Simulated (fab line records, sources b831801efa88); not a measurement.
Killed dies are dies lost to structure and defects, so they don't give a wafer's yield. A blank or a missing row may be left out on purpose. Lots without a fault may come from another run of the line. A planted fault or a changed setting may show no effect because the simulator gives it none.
One fault seen from 2 desks | flow sky130 | each desk has only its own numbers; what lay behind them comes last

THE TOOL OWNER'S DESK: furnace-01
The tool's own readings at SKY_GATE_OXIDE_OXIDATION_01 (stabilise 600 s, purge 300 s, target thk 10.268 nm): means of the sampled wafers that have a number, for each lot that ran on this tool. A lot is out of limits, marked OUT, if its mean lies more than 4 standard deviations from the usual mean; the brackets give that distance. Of its 8 readings 7 are shown: the one that was out of limits first, and those that lie furthest out on some lot.
Columns: A = spike_tc_bottom_C at SKY_GATE_OXIDE_OXIDATION_01, usual 916.9 C; B = spike_tc_centre_C at SKY_GATE_OXIDE_OXIDATION_01, usual 901.2 C; C = spike_tc_lower_C at SKY_GATE_OXIDE_OXIDATION_01, usual 900.3 C; D = spike_tc_top_C at SKY_GATE_OXIDE_OXIDATION_01, usual 913.1 C; E = spike_tc_upper_C at SKY_GATE_OXIDE_OXIDATION_01, usual 900.4 C; F = tube_center_temp_C at SKY_GATE_OXIDE_OXIDATION_01, usual 899.99 C; G = tube_center_temp_C_max at SKY_GATE_OXIDE_OXIDATION_01, usual 902.4
lot  | first seen here | A               | B               | C               | D                | E               | F                        | G
L278 | day 13 03:38    | 916.0           | 903.1           | 901.6           | 914.6            | 899.8           | 900.09                   | 902.4
L281 | day 14 11:44    | 916.6           | 902.4           | 901.1           | 915.2            | 900.6           | 899.98                   | 902.8
L287 | day 16 00:15    | 916.6           | 902.6           | 900.4           | 914.3            | 900.2           | 899.99                   | 902.3
L289 | day 16 15:19    | 916.2           | 901.2           | 902.0           | 914.8            | 900.9           | 899.94                   | 902.0
L290 | day 17 10:04    | 896.2 (-17) OUT | 881.0 (-16) OUT | 880.1 (-18) OUT | 895.8 (-6.9) OUT | 880.0 (-21) OUT | 879.91 (-99 or more) OUT | 882.8 (-53) OUT
L291 | day 17 16:44    | 896.0 (-17) OUT | 881.8 (-15) OUT | 880.3 (-18) OUT | 895.9 (-6.9) OUT | 880.4 (-20) OUT | 879.81 (-99 or more) OUT | 881.8 (-56) OUT
L292 | day 17 20:53    | 896.6 (-17) OUT | 882.2 (-15) OUT | 880.5 (-18) OUT | 895.2 (-7.1) OUT | 879.7 (-21) OUT | 879.89 (-99 or more) OUT | 882.1 (-55) OUT
This desk's finding: out of limits on L290, L291, L292; first on L290, day 17 10:04 (spike_tc_bottom_C at SKY_GATE_OXIDE_OXIDATION_01). In limits: L278, L281, L287, L289.

THE METROLOGY DESK
What the gauges read, lot by lot, whatever tool the lot ran on: means of the sampled wafers that have a number. A lot is out of limits, marked OUT, if its mean lies more than 4 standard deviations from the usual mean; the brackets give that distance.
Columns: A = PWDE_RS at SKY_NWELL_RS_MEAS_31, usual 5270 ohm/sq; B = VT_ADJUST_HVTR_TW at SKY_VT_ADJUST_HVTR_TW_MEAS_11, usual 210.2; C = GATE_OXIDE_OXIDATION_00_THK at SKY_GATE_OXIDE_THK_MEAS_02, usual 10.38 nm
lot  | first seen here | A    | B     | C
L277 | day 5 10:51     | 5288 | 206.5 | 10.69
L278 | day 5 16:57     | 5266 | 213.1 | 10.49
L279 | day 5 23:50     | 5298 | 207.0 | 10.21
L281 | day 6 17:25     | 5283 | 206.3 | 10.32
L283 | day 6 21:12     | 5288 | 207.3 | 10.24
L284 | day 7 05:55     | 5253 | 214.1 | 10.61
L286 | day 7 16:17     | 5260 | 211.1 | 10.51
L287 | day 7 20:10     | 5269 | 206.9 | 10.29
L289 | day 8 10:13     | 5298 | 212.3 | 10.47
L290 | day 8 22:20     | 5269 | 211.8 | 8.43 (-9.8) OUT
L291 | day 9 02:17     | 5278 | 212.2 | 7.99 (-12) OUT
L292 | day 9 07:28     | 5266 | 206.9 | 8.48 (-9.5) OUT
L295 | day 9 23:02     | 5287 | 206.7 | 10.21
L299 | day 10 23:40    | 5275 | 207.4 | 10.11
L300 | day 11 06:54    | 5246 | 212.6 | 10.17
This desk's finding: out of limits on L290, L291, L292; first on L290, day 17 11:28 (GATE_OXIDE_OXIDATION_00_THK at SKY_GATE_OXIDE_THK_MEAS_02). In limits: L277, L278, L279, L281, L283, L284, L286, L287, L289, L295, L299, L300.

PUT TOGETHER
The tool owner's desk could have raised an alarm at day 17 10:04, on L290, L291, L292.
The metrology desk could have raised an alarm at day 17 11:28, on L290, L291, L292.
Of the lots named, all ran SKY_GATE_OXIDE_OXIDATION_01 on furnace-01.

WHAT THE SIMULATOR HAD PUT IN
Process parameter drift: furnace-01, from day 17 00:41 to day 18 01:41, at SKY_GATE_OXIDE_OXIDATION_01. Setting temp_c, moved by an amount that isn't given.
Lots struck among those shown: L290, L291, L292.
Hours from the fault's start to each desk's first reading out of limits: the tool owner's desk, 9; the metrology desk, 11.
